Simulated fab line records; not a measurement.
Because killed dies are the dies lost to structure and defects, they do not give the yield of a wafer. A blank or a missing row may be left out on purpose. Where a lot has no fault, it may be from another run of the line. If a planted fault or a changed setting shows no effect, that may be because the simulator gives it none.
Which tool is to blame?    flow gf180mcu    12 lots with 36 wafers sampled at 5 steps, on a route of 602 steps

## WHAT EACH GAUGE READ, for each wafer
GF_LVPWELL_OVL_MEAS_07. Usual: for LVPWELL_OVL the level is -0.5 nm and the standard deviation is 1.3.
lot   measured     on          LVPWELL_OVL (nm)  flag
L312  day 4 14:19  overlay-01  1.2 -1.8 -2.1     
L314  day 5 00:43  overlay-01  -1.4 0.1 1.2      
L315  day 5 08:43  overlay-01  -2.3 -1.7 -1.4    
L316  day 5 10:56  overlay-01  0.1 -1.3 -0.4     
L317  day 5 18:00  overlay-01  -1.1 -2.1 -1.0    
L318  day 5 23:10  overlay-01  -3.0 -1.6 -1.4    
L319  day 6 03:40  overlay-02  -2.5 -1.4 -0.3    
L321  day 6 16:08  overlay-01  -1.8 0.7 2.2      
L326  day 7 19:13  overlay-01  2.4 1.7 0.2       
L327  day 8 03:26  overlay-01  0.4 -0.5 2.1      
L331  day 9 00:32  overlay-02  -0.2 -0.2 -0.1    
L332  day 9 08:36  overlay-01  -0.3 -2.6 -1.1    

GF_VT_IMPLANT_OVL_MEAS_29. Usual: for VT_IMPLANT_02_OVL the level is -0.1 nm and the standard deviation is 1.6.
lot   measured      on          VT_IMPLANT_02_OVL (nm)  flag
L312  day 7 16:55   overlay-02  0.0 -0.4 0.5            
L314  day 8 05:04   overlay-01  -0.9 -1.0 0.6           
L315  day 8 14:39   overlay-02  0.3 0.1 0.5             
L316  day 8 17:47   overlay-01  -2.0 -2.3 -2.6          
L317  day 9 01:25   overlay-02  0.6 2.2 0.2             
L318  day 9 07:13   overlay-02  2.4 2.0 1.6             
L319  day 9 13:33   overlay-02  -3.1 -3.2 -1.9          
L321  day 10 02:20  overlay-01  -2.1 -0.9 -0.6          
L326  day 11 11:22  overlay-02  -2.7 -0.1 -1.6          
L327  day 11 20:59  overlay-01  - - -                   OFF
L331  day 12 21:35  overlay-01  1.8 0.8 -0.2            
L332  day 13 06:53  overlay-02  -0.5 -0.6 -1.1          

GF_VT_IMPLANT_TW_MEAS_32. Usual: for VT_IMPLANT_3_TW the level is 270.1 and the standard deviation is 2.6.
lot   measured      on            VT_IMPLANT_3_TW    flag
L312  day 7 17:13   filmMetro-03  271.9 271.4 272.4  
L314  day 8 05:21   filmMetro-03  270.4 269.8 270.4  
L315  day 8 14:56   filmMetro-02  273.5 273.6 273.2  
L316  day 8 18:04   filmMetro-03  269.0 269.7 267.9  
L317  day 9 01:43   filmMetro-02  272.7 272.2 273.4  
L318  day 9 07:30   filmMetro-02  273.7 273.0 273.2  
L319  day 9 13:50   filmMetro-02  273.5 272.2 273.9  
L321  day 10 02:37  filmMetro-02  271.3 271.8 270.6  
L326  day 11 11:40  filmMetro-03  269.7 271.3 270.0  
L327  day 11 21:16  filmMetro-01  29.8 29.9 29.7     OFF
L331  day 12 21:52  filmMetro-02  272.3 272.4 273.0  
L332  day 13 07:10  filmMetro-02  273.5 272.6 274.0  

## EACH LOT AND THE TOOL THAT RAN IT (in order: tool; ch and the chambers of the sampled wafers; start)
lot   GF_LVPWELL_STRIP_10                 GF_VT_IMPLANT_EXPOSE_26
L312  plasmaAsher-03 ch 0,1, day 4 14:41  ilineStepper-01 ch 0, day 7 08:48
L314  plasmaAsher-01 ch 0,1, day 5 01:02  ilineStepper-02 ch 0, day 7 21:19
L315  plasmaAsher-03 ch 0,1, day 5 09:05  ilineStepper-02 ch 0, day 8 06:17
L316  plasmaAsher-03 ch 0,1, day 5 11:16  ilineStepper-02 ch 0, day 8 09:47
L317  plasmaAsher-04 ch 0,1, day 5 18:22  ilineStepper-01 ch 0, day 8 17:40
L318  plasmaAsher-01 ch 0,1, day 5 23:29  ilineStepper-01 ch 0, day 8 22:55
L319  plasmaAsher-01 ch 0,1, day 6 04:02  ilineStepper-02 ch 0, day 9 05:28
L321  plasmaAsher-01 ch 0,1, day 6 16:28  ilineStepper-01 ch 0, day 9 17:54
L326  plasmaAsher-04 ch 0,1, day 7 19:34  ilineStepper-02 ch 0, day 11 02:08
L327  plasmaAsher-03 ch 0,1, day 8 03:46  ilineStepper-01 ch 0, day 11 11:58
L331  plasmaAsher-03 ch 0,1, day 9 00:52  ilineStepper-01 ch 0, day 12 11:35
L332  plasmaAsher-03 ch 0,1, day 9 08:56  ilineStepper-02 ch 0, day 12 20:32
- GF_LVPWELL_STRIP_10: strips in O2/N2.
- GF_VT_IMPLANT_EXPOSE_26: exposes mask LVPWELL HV AREA, target cd 860 nm.

## AS READ BY THE TOOLS THEMSELVES (means over the sampled wafers that have a number; for cases with no such wafer, the mark the record gives instead)
GF_LVPWELL_STRIP_10. Usual: drypumpMotorCurrentA 5.73 A, standard deviation 0.2; heaterPowerW 335 W, standard deviation 23; oesProductAu 0.722 a.u., standard deviation 0.0048; stripTimeToEndpointS 36.85 s, standard deviation 0.13.
lot   tool            drypumpMotorCurrentA (A)  heaterPowerW (W)  oesProductAu (a.u.)  stripTimeToEndpointS (s)  flag
L312  plasmaAsher-03  5.80                      335               0.722                36.81                     
L314  plasmaAsher-01  5.87                      373               0.715                36.82                     
L315  plasmaAsher-03  5.83                      335               0.724                37.10                     
L316  plasmaAsher-03  5.76                      331               0.727                36.52                     
L317  plasmaAsher-04  5.63                      307               0.720                37.04                     
L318  plasmaAsher-01  5.88                      373               0.720                36.93                     
L319  plasmaAsher-01  5.68                      365               0.726                36.87                     
L321  plasmaAsher-01  5.91                      377               0.723                36.91                     
L326  plasmaAsher-04  5.52                      302               0.721                36.95                     
L327  plasmaAsher-03  5.73                      334               0.725                36.74                     
L331  plasmaAsher-03  5.74                      332               0.727                36.93                     
L332  plasmaAsher-03  5.82                      336               0.720                36.83                     

GF_VT_IMPLANT_EXPOSE_26. Usual: reticleTempC at 23.03 C, with a standard deviation of 0.095.
lot   tool             reticleTempC (C)  flag
L312  ilineStepper-01  22.97             
L314  ilineStepper-02  23.09             
L315  ilineStepper-02  22.97             
L316  ilineStepper-02  22.95             
L317  ilineStepper-01  22.95             
L318  ilineStepper-01  23.02             
L319  ilineStepper-02  23.10             
L321  ilineStepper-01  23.15             
L326  ilineStepper-02  23.04             
L327  ilineStepper-01  23.06             
L331  ilineStepper-01  23.02             
L332  ilineStepper-02  23.16             

## THE ANSWER, worked out from the rows above alone
Rule: a lot counts as off when the mean over its wafers that have a number is more than 3 standard deviations away from the usual mean. A lot without any number at a reading at which 4 lots or more have one is off too. The other lots that the step has rows for count as sound. First the gauges in route order, then the tools' own readings, where a lot's mean is used as printed above. At the first step where some lot is off, the reading lying furthest off is the one used; lots without a number count as furthest.
Off: at GF_VT_IMPLANT_OVL_MEAS_29 (VT_IMPLANT_02_OVL), L327. Without a number there: L327.
A tool fits if, at a process step before that reading, it ran every lot that is off, and no sound lot after the first of them. Not tried: the gauges at GF_VT_IMPLANT_OVL_MEAS_29; whatever is off there is also off at GF_VT_IMPLANT_TW_MEAS_32, on other tools, and gauge error can't account for it. Of those tried, none fits.

## WHAT WAS PUT IN BY THE SIMULATOR
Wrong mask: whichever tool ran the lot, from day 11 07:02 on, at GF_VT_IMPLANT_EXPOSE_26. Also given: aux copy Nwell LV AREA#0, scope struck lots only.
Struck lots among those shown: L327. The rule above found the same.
